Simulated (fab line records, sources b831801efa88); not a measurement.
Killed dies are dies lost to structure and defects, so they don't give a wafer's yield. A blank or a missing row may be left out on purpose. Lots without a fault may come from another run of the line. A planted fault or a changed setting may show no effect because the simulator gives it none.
Chamber matching | flow gf180mcu | GF_STI_ETCH_14 on rie_si-02: 4 sister chambers
The step etches Si in HBr/Cl2/O2, target depth 360 nm, time 102.9 s. 8 wafers are shown with their chamber, then 7 later ones without.

WAFERS WITH THEIR CHAMBER
wafer  | chamber | drypump_motor_current_A (A) | oes_product_au (a.u.)
L845.6 | 0       | 6.1                         | 1.002
L849.3 | 1       | 4.9                         | 0.991
L849.6 | 1       | 4.9                         | 0.994
L850.2 | 2       | 5.8                         | 0.996
L850.5 | 3       | 5.4                         | 0.991
L850.6 | 2       | 5.8                         | 0.999
L852.1 | 3       | 5.3                         | 1.005
L852.5 | 0       | 6.1                         | 1.000

WAFERS WITHOUT THEIR CHAMBER
wafer  | drypump_motor_current_A (A) | oes_product_au (a.u.)
L852.6 | 4.9                         | 1.003
L862.1 | 6.1                         | 0.991
L862.3 | 5.8                         | 1.009
L862.4 | 4.9                         | 1.001
L865.1 | 6.1                         | 1.006
L865.4 | 5.8                         | 1.009
L865.6 | 6.1                         | 0.990

WHICH CHAMBER EACH WENT THROUGH
wafer  | from the rows above | in truth
L852.6 | 1                   | 1
L862.1 | 0                   | 0
L862.3 | 2                   | 2
L862.4 | 1                   | 1
L865.1 | 0                   | 0
L865.4 | 2                   | 2
L865.6 | 0                   | 0
Placed correctly: 7 of 7. Can't be placed from these rows: 0. Placed wrongly: 0.
How it was worked out, from the rows above alone: a wafer's distance from a chamber is the root of the sum, over the readings, of the square of ((its reading less the chamber's mean) divided by the reading's scatter). The wafer belongs to the nearest chamber; if the next one is less than 2 further off, it can't be placed. A chamber's mean is the mean of its shown wafers. The scatter: the root of (the sum of the squares of (reading less its chamber's mean) over the shown wafers, divided by (wafers less chambers)).
